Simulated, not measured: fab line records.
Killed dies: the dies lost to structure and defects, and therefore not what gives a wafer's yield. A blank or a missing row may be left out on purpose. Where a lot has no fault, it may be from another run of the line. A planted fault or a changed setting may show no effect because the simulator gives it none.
fab line records | flow sfq_line
[record] lots = 6 wafers = 18 last_day = 86
route steps=325 shown I4@177 JJ@178
lots with no fault: from the same line, run without faults
start_h: hours from the record's first day to the start of the lot's first wafer shown | wait_h: hours from the lot's prior step to this one | " unchanged from the row above | L1.1+2: a row that stands for several wafers | - no value, or no start given | * or withheld: withheld | < > ~ a bound
route shown NAME@n: names a module that has steps shown in the file, with the first one's number in the route | usual: average and standard deviation across the fault-free wafers | same: alike in all rows | chamber/n: place in a boat | sites: the reading at each site | _std_site: the standard deviation of these | _edge_site: inner sites' mean taken away from outer sites' mean | radius_mm: for every site, how far away it sits from the centre of the wafer | mask NAME#n: copy n | behind: the most recent tool/chamber to have shaped the wafer | hold: cause of the lot's hold/its duration in hours/its outcome | device: transistor that didn't switch, given as n, p or np | end of line: the tests these same wafers got at the end of their route | a step with no rows: only its recipe | killed: the dies lost at the first sort to structure and to defects; this is not the yield of the wafer | map: a wafer's dies, x killed, . not, _ none there
set.NAME: setting as actually run; set.NAME@STEP: the setting as run at that earlier step | model.NAME: the simulator's own value behind a step, which no gauge read
a table for each step, a row for each wafer; lots at some steps of the route
services: when a tool's chamber went out of use (start_h, in hours from the record's first day, below 0 if earlier), for how many hours, and the reason
[[steps]]
[step SFQ_TRILAYER_I4_VIA_STRIP_SOLV_CLEAN_108]
[recipe] chemistry = NMP temp_c = 70 time_s = 600
[step SFQ_TRILAYER_JJ_TRILAYER_DEP_PRE_CLEAN_113]
[recipe] gas = Ar time_s = 22.5 bias_v = 250
[step SFQ_TRILAYER_JJ_TRILAYER_DEP_SPUTTER_109]
[recipe] material = Nb base_pressure_pa = 1.33e-06 chamber_pressure_pa = 0.1333 substrate_temp_c = 20 target_thk_nm = 150 power_w = 2000 time_s = 100
[usual] throttle_valve_pct = 30.0/1.1
// columns lot.wafer tool chamber start_h wait_h throttle_valve_pct
L311.1 pvd_sputter-05 - 1181.61 0.0 30.4
L311.3 " - " " 30.2
L311.5 " - " " 29.2
L320.4 pvd_sputter-03 - 1200.58 0.0 29.1
L320.5 " - " " 28.9
L320.6 " - " " 28.0
L321.2 pvd_sputter-05 - 1203.00 0.0 29.4
L321.4 " - " " 30.7
L321.5 " - " " 31.0
L322.1 pvd_sputter-03 - 1204.18 0.0 27.8
L322.3 " - " " 31.8
L322.4 " - " " 28.8
L325.2 pvd_sputter-05 - 1208.98 0.0 30.8
L325.4 " - " " 30.0
L325.5 " - " " 30.4
L326.1 pvd_sputter-03 - 1211.38 0.0 28.9
L326.2 " - " " 27.8
L326.6 " - " " 27.9
[step SFQ_TRILAYER_JJ_TRILAYER_DEP_SPUTTER_110]
[recipe] material = Al base_pressure_pa = 1.33e-06 target_thk_nm = 8 power_w = 500 time_s = 10 chamber_pressure_pa = 0.4
[usual] throttle_valve_pct = 30.0/1.1
// columns lot.wafer tool chamber start_h wait_h throttle_valve_pct
L311.1 pvd_sputter-05 - 1181.75 0.1 30.5
L311.3 " - " " 30.3
L311.5 " - " " 29.5
L320.4 pvd_sputter-03 - 1200.65 0.0 29.0
L320.5 " - " " 28.9
L320.6 " - " " 28.1
L321.2 pvd_sputter-05 - 1203.07 0.0 29.2
L321.4 " - " " 30.4
L321.5 " - " " 31.3
L322.1 pvd_sputter-03 - 1204.25 0.0 27.8
L322.3 " - " " 31.5
L322.4 " - " " 29.0
L325.2 pvd_sputter-05 - 1209.05 0.0 30.5
L325.4 " - " " 29.9
L325.5 " - " " 30.6
L326.1 pvd_sputter-03 - 1211.45 0.0 28.7
L326.2 " - " " 27.9
L326.6 " - " " 27.9
[step SFQ_TRILAYER_JJ_TRILAYER_DEP_AL_OXIDATION_111]
[recipe] pressure_mbar = 0.014667 oxidation_time_s = 600 temperature_k = 293
[step SFQ_TRILAYER_JJ_TRILAYER_DEP_SPUTTER_112]
[recipe] material = Nb base_pressure_pa = 1.33e-06 chamber_pressure_pa = 0.1333 substrate_temp_c = 20 target_thk_nm = 170 power_w = 2000 time_s = 113.3
[usual] throttle_valve_pct = 30.0/1.1
// columns lot.wafer tool chamber start_h wait_h throttle_valve_pct
L311.1 pvd_sputter-05 - 1183.80 1.0 30.8
L311.3 " - " " 30.5
L311.5 " - " " 29.3
L320.4 pvd_sputter-03 - 1201.67 0.5 28.7
L320.5 " - " " 29.0
L320.6 " - " " 28.0
L321.2 pvd_sputter-05 - 1204.09 0.5 29.0
L321.4 " - " " 30.6
L321.5 " - " " 31.3
L322.1 pvd_sputter-03 - 1205.27 0.5 27.8
L322.3 " - " " 31.7
L322.4 " - " " 28.6
L325.2 pvd_sputter-05 - 1210.07 0.5 30.6
L325.4 " - " " 29.9
L325.5 " - " " 30.5
L326.1 pvd_sputter-03 - 1212.47 0.5 28.8
L326.2 " - " " 28.1
L326.6 " - " " 27.8
[step SFQ_JJ_RS_MEAS_929]
[recipe] thk_meas_gauge = four-point-probe reads = Nb_of_TRILAYER_JJ_TRILAYER_DEP_SPUTTER_112
[usual] JJ_NB_RS = 1.052/0.0096
// columns lot.wafer tool chamber start_h wait_h JJ_NB_RS[ohm/sq]
L311.1 film_metro-02 - 1183.95 0.1 1.056
L311.3 " - " " 1.068
L311.5 " - " " 1.062
L320.4 film_metro-02 - 1201.81 0.1 1.052
L320.5 " - " " 1.055
L320.6 " - " " 1.053
L321.2 film_metro-01 - 1204.19 0.1 1.041
L321.4 " - " " 1.035
L321.5 " - " " 1.036
L322.1 film_metro-02 - 1205.35 0.0 1.051
L322.3 " - " " 1.037
L322.4 " - " " 1.051
L325.2 film_metro-01 - 1210.17 0.1 1.041
L325.4 " - " " 1.039
L325.5 " - " " 1.040
L326.1 film_metro-02 - 1212.55 0.0 1.062
L326.2 " - " " 1.067
L326.6 " - " " 1.066
[step SFQ_TRILAYER_JJ_CE_LITHO_COAT_119]
[recipe] resist = BARC spin_rpm = 3000 resist_thk_nm = 62
[step SFQ_TRILAYER_JJ_CE_LITHO_COAT_114]
[recipe] resist = KrF spin_rpm = 3000 resist_thk_nm = 600
[step SFQ_TRILAYER_JJ_CE_LITHO_SOFTBAKE_118]
[recipe] temp_c = withheld time_s = withheld resist = KrF
[step SFQ_TRILAYER_JJ_CE_LITHO_EXPOSE_115]
[recipe] mask_id = J5 na = 0.6 source_shape = conventional sigma_outer = 0.65 target_cd_nm = 700 dose_mj = 14.4
[step SFQ_TRILAYER_JJ_CE_LITHO_PEB_117]
[recipe] peb_temp_c = 115 peb_time_s = 60 resist = KrF
[usual] heater_power_total_W = 79.16/0.059 plate_temp_C = 115.05/0.16
// columns lot.wafer tool chamber start_h wait_h heater_power_total_W plate_temp_C
L311.1 litho_track-04 0 1309.81 1.0 79.13 115.09
L311.3 " 0 " " 79.09 115.12
L311.5 " 0 " " 79.22 115.05
L320.4 litho_track-04 0 1331.49 0.5 76.15 111.41
L320.5 " 0 " " 76.14 111.59
L320.6 " 0 " " 76.11 111.52
L321.2 litho_track-04 0 1335.04 0.8 76.02 111.75
L321.4 " 0 " " 76.12 111.69
L321.5 " 0 " " 76.02 111.53
L322.1 litho_track-01 0 1336.21 1.0 79.06 115.18
L322.3 " 0 " " 79.18 115.18
L322.4 " 0 " " 79.08 115.23
L325.2 litho_track-03 0 1344.76 0.8 79.25 114.99
L325.4 " 0 " " 79.15 114.92
L325.5 " 0 " " 79.21 114.95
L326.1 litho_track-01 0 1347.14 1.0 79.21 115.08
L326.2 " 0 " " 79.21 114.92
L326.6 " 0 " " 79.19 115.10
[step SFQ_TRILAYER_JJ_CE_LITHO_DEVELOP_116]
[recipe] time_s = 60 resist = KrF
[step SFQ_JJ_OVL_MEAS_931]
[usual] J5_OVL = -1/5.1
// columns lot.wafer tool chamber start_h wait_h J5_OVL[nm]
L311.1 overlay-01 - 1310.11 0.1 -3
L311.3 " - " " -7
L311.5 " - " " -7
L320.4 overlay-02 - 1331.73 0.1 -3
L320.5 " - " " 6
L320.6 " - " " 0
L321.2 overlay-02 - 1335.32 0.1 8
L321.4 " - " " 6
L321.5 " - " " -4
L322.1 overlay-01 - 1336.51 0.1 -7
L322.3 " - " " 0
L322.4 " - " " -2
L325.2 overlay-02 - 1345.04 0.1 -10
L325.4 " - " " -9
L325.5 " - " " -3
L326.1 overlay-02 - 1347.44 0.1 4
L326.2 " - " " 4
L326.6 " - " " 0
[step SFQ_TRILAYER_JJ_CE_METRO_MEASURE_117]
[usual] cd_nm = 699.6/1.2
// columns lot.wafer tool chamber start_h wait_h cd_nm
L311.1 cd_sem-01 - 1310.15 0.0 700.6
L311.3 " - " " 699.6
L311.5 " - " " 699.4
L320.4 cd_sem-01 - 1332.35 0.6 768.6
L320.5 " - " " 770.6
L320.6 " - " " 769.5
L321.2 cd_sem-02 - 1335.55 0.2 770.7
L321.4 " - " " 770.0
L321.5 " - " " 770.3
L322.1 cd_sem-01 - 1336.55 0.0 699.4
L322.3 " - " " 698.8
L322.4 " - " " 699.0
L325.2 cd_sem-02 - 1345.27 0.2 700.6
L325.4 " - " " 699.6
L325.5 " - " " 700.3
L326.1 cd_sem-01 - 1347.47 0.0 701.8
L326.2 " - " " 700.7
L326.6 " - " " 700.9
[step SFQ_TRILAYER_JJ_CE_BARC_OPEN_RIE_150]
[recipe] mask_material = PR chemistry = O2 target_depth_nm = 240 target = BARC icp_w = 600 bias_w = 80 pressure_mtorr = 10 time_s = 80
[usual] drypump_motor_current_A = 5.33/0.25 oes_product_au = 0.538/0.0046
// columns lot.wafer tool chamber start_h wait_h drypump_motor_current_A oes_product_au rf_hours_counter_h model.JJ.cd_nm
L311.1 rie_metal-01 1 1311.35 1.0 5.39 0.537 33 699.6
L311.3 " 1 " " 5.40 0.542 - 699.1
L311.5 " 1 " " 5.39 0.548 - 699.5
L320.4 rie_metal-04 0 1332.98 0.4 4.86 0.531 - 769.4
L320.5 " 0 " " 4.86 0.534 - 769.7
L320.6 " 1 " " 5.45 0.542 - 768.6
L321.2 rie_metal-01 1 1336.55 0.8 5.40 0.533 36 769.7
L321.4 " 1 " " 5.39 0.541 - 769.6
L321.5 " 1 " " 5.37 0.539 - 770
L322.1 rie_metal-04 0 1337.75 1.0 4.87 0.539 102 700.4
L322.3 " 1 " " 5.47 0.544 - 697.8
L322.4 " 0 " " 4.86 0.533 - 700.9
L325.2 rie_metal-01 1 1346.27 0.8 5.38 0.543 38 699.1
L325.4 " 0 " " 5.36 0.536 - 698.7
L325.5 " 1 " " 5.38 0.541 - 698.3
L326.1 rie_metal-01 1 1348.67 1.0 5.38 0.539 38 701.7
L326.2 " 0 " " 5.36 0.534 88 701.2
L326.6 " 0 " " 5.33 0.530 - 700.3
[step SFQ_TRILAYER_JJ_CE_ETCH_RIE_118]
[recipe] target = Nb stop_on = Al2O3 mask_material = PR taper_deg = 13.257 over_etch_frac = 0.15 time_s = 97.7 chemistry = SF6 target_depth_nm = 170 icp_w = 600 bias_w = 80 pressure_mtorr = 10
[usual] drypump_motor_current_A = 5.33/0.25 oes_product_au = 0.988/0.0063
// columns lot.wafer tool chamber start_h wait_h drypump_motor_current_A oes_product_au rf_hours_counter_h model.JJ.cd_nm
L311.1 rie_metal-01 1 1311.44 0.1 5.39 0.982 33 699.1
L311.3 " 1 " " 5.39 0.991 - 698.5
L311.5 " 1 " " 5.40 0.984 - 699.5
L320.4 rie_metal-04 0 1333.08 0.1 4.85 0.993 - 770.4
L320.5 " 0 " " 4.90 0.987 - 769.9
L320.6 " 1 " " 5.42 0.986 - 768.6
L321.2 rie_metal-01 1 1336.64 0.1 5.40 0.996 36 769.1
L321.4 " 1 " " 5.39 0.993 - 768.7
L321.5 " 1 " " 5.38 0.998 - 769.1
L322.1 rie_metal-04 0 1337.84 0.1 4.89 0.994 102 701
L322.3 " 1 " " 5.45 0.998 - 698.5
L322.4 " 0 " " 4.89 0.999 - 701.4
L325.2 rie_metal-01 1 1346.37 0.1 5.38 0.988 38 698.2
L325.4 " 0 " " 5.32 0.983 - 698.5
L325.5 " 1 " " 5.38 0.992 - 696.6
L326.1 rie_metal-01 1 1348.77 0.1 5.38 0.991 38 699.9
L326.2 " 0 " " 5.37 0.977 88 700.2
L326.6 " 0 " " 5.36 0.978 - 699.1
[step SFQ_TRILAYER_JJ_ANODIZE_ANODIZE_119]
[recipe] current_density_ma_cm2 = withheld end_current_density_ma_cm2 = withheld bath_temp_c = withheld
[[services]]
// columns tool chamber start_h hours kind
cd_sem-02 - 1178.17 1.2 repair
cd_sem-02 - 1182.83 1.8 pm
rie_metal-01 - 1185.28 0.4 repair
cd_sem-02 - 1210.51 0.8 pm
cd_sem-01 - 1223.90 0.3 pm
pvd_sputter-05 - 1233.45 1.4 repair
cd_sem-02 - 1236.36 0.8 pm
cd_sem-02 - 1241.10 0.6 pm
pvd_sputter-03 - 1241.43 3.4 repair
cd_sem-01 - 1242.61 1.1 pm
pvd_sputter-03 - 1258.96 3.4 repair
cd_sem-01 - 1261.15 0.6 pm
rie_metal-04 - 1263.83 28.1 pm
pvd_sputter-03 0 1271.97 - consumable_replace:kit
pvd_sputter-03 0 1271.97 18.0 scheduled_down
pvd_sputter-03 0 1271.97 18.0 vent_cycle
pvd_sputter-05 - 1314.65 2.0 repair
cd_sem-01 - 1314.95 1.7 pm
cd_sem-01 - 1339.15 0.2 pm
[[key]]
[first_sign] step = SFQ_TRILAYER_JJ_CE_LITHO_PEB_117 reading = heater_power_total_W direction = down sigmas = 52 usual = 79.16 struck = 76.09
[effect] step = SFQ_TRILAYER_JJ_CE_LITHO_PEB_117 reading = plate_temp_C direction = down sigmas = 22 usual = * struck = *
[effect] step = SFQ_TRILAYER_JJ_CE_METRO_MEASURE_117 reading = cd_nm direction = up sigmas = 57 usual = 699.6 struck = 770.0
[model_effect] step = SFQ_TRILAYER_JJ_CE_BARC_OPEN_RIE_150 value = JJ.cd_nm without = 698.7 struck = 769.5
[model_effect] step = SFQ_TRILAYER_JJ_CE_ETCH_RIE_118 value = JJ.cd_nm without = 698.5 struck = 769.3
met_at SFQ_TRILAYER_JJ_CE_LITHO_PEB_117
struck_wafers L320.4,L320.5,L320.6,L321.2,L321.4,L321.5
onset_between 1309.81 1331.49
[fault] kind = process_parameter_drift tool = litho_track-04 chamber = - onset_h = 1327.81 steps = SFQ_TRILAYER_JJ_CE_LITHO_PEB_117 channel = peb_temp_c offset = * shape = step end_h = 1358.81 acts_in = * stated = *
